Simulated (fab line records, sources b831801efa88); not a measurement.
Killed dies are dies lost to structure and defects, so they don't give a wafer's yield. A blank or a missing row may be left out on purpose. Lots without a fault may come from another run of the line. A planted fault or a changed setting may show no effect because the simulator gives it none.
One fault seen from 2 desks | flow sky130 | each desk has only its own numbers; what lay behind them comes last

THE METROLOGY DESK
What the gauges read, lot by lot, whatever tool the lot ran on: means of the sampled wafers that have a number. A lot is out of limits, marked OUT, if its mean lies more than 4 standard deviations from the usual mean; the brackets give that distance.
Columns: A = VT_ADJUST_HVTR_TW at SKY_VT_ADJUST_HVTR_TW_MEAS_11, usual 210.5; B = LDD_LDN_TW at SKY_LDD_LDN_TW_MEAS_13, usual 1482
lot  | first seen here | A     | B
L898 | day 9 06:02     | 209.6 | 1471
L899 | day 9 15:46     | 212.0 | 1486
L900 | day 10 02:49    | 210.9 | 1467
L901 | day 10 14:56    | 208.3 | 1484
L902 | day 10 23:20    | 209.1 | 1480
L905 | day 11 19:41    | 209.7 | 1478
L908 | day 12 09:25    | 210.3 | 1480
L909 | day 12 16:11    | 210.0 | 1498
L911 | day 13 04:14    | 209.9 | 1493
L914 | day 14 04:44    | 211.6 | 1497
L918 | day 15 11:23    | 211.3 | 1362 (-14) OUT
L919 | day 15 20:59    | 211.6 | 1350 (-16) OUT
L920 | day 15 22:59    | 208.8 | 1480
L921 | day 16 05:44    | 210.3 | 1472
This desk's finding: out of limits on L918, L919; first on L918, day 29 23:27 (LDD_LDN_TW at SKY_LDD_LDN_TW_MEAS_13). In limits: L898, L899, L900, L901, L902, L905, L908, L909, L911, L914, L920, L921.

THE TOOL OWNER'S DESK: implanter-01
The tool's own readings at SKY_LDD_LDN_IMPLANT_08: means of the sampled wafers that have a number, for each lot that ran on this tool. A lot is out of limits, marked OUT, if its mean lies more than 4 standard deviations from the usual mean; the brackets give that distance.
Columns: A = beam_energy_keV at SKY_LDD_LDN_IMPLANT_08, usual 15.001; B = beam_on_s at SKY_LDD_LDN_IMPLANT_08, usual 10.01 s
lot  | first seen here | A      | B
L898 | day 22 13:14    | 15.005 | 10.15
L900 | day 24 16:32    | 15.000 | 10.08
L901 | day 25 04:56    | 14.998 | 10.05
L905 | day 25 22:17    | 15.001 | 9.89
L908 | day 26 07:48    | 15.000 | 10.17
L911 | day 27 10:53    | 15.002 | 9.76
This desk's finding: nothing out of limits on any of the 6 lots.

PUT TOGETHER
The metrology desk could have raised an alarm at day 29 23:27, on L918, L919.
The tool owner's desk saw nothing out of limits.
The tool owner's desk has no number on record for L918, L919.
Of the lots named, all ran SKY_LDD_LDN_IMPLANT_08 on implanter-01.

WHAT THE SIMULATOR HAD PUT IN
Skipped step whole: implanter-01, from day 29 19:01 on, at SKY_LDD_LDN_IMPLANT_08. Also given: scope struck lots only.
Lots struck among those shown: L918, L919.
Hours from the fault's start to each desk's first reading out of limits: the metrology desk, 4.
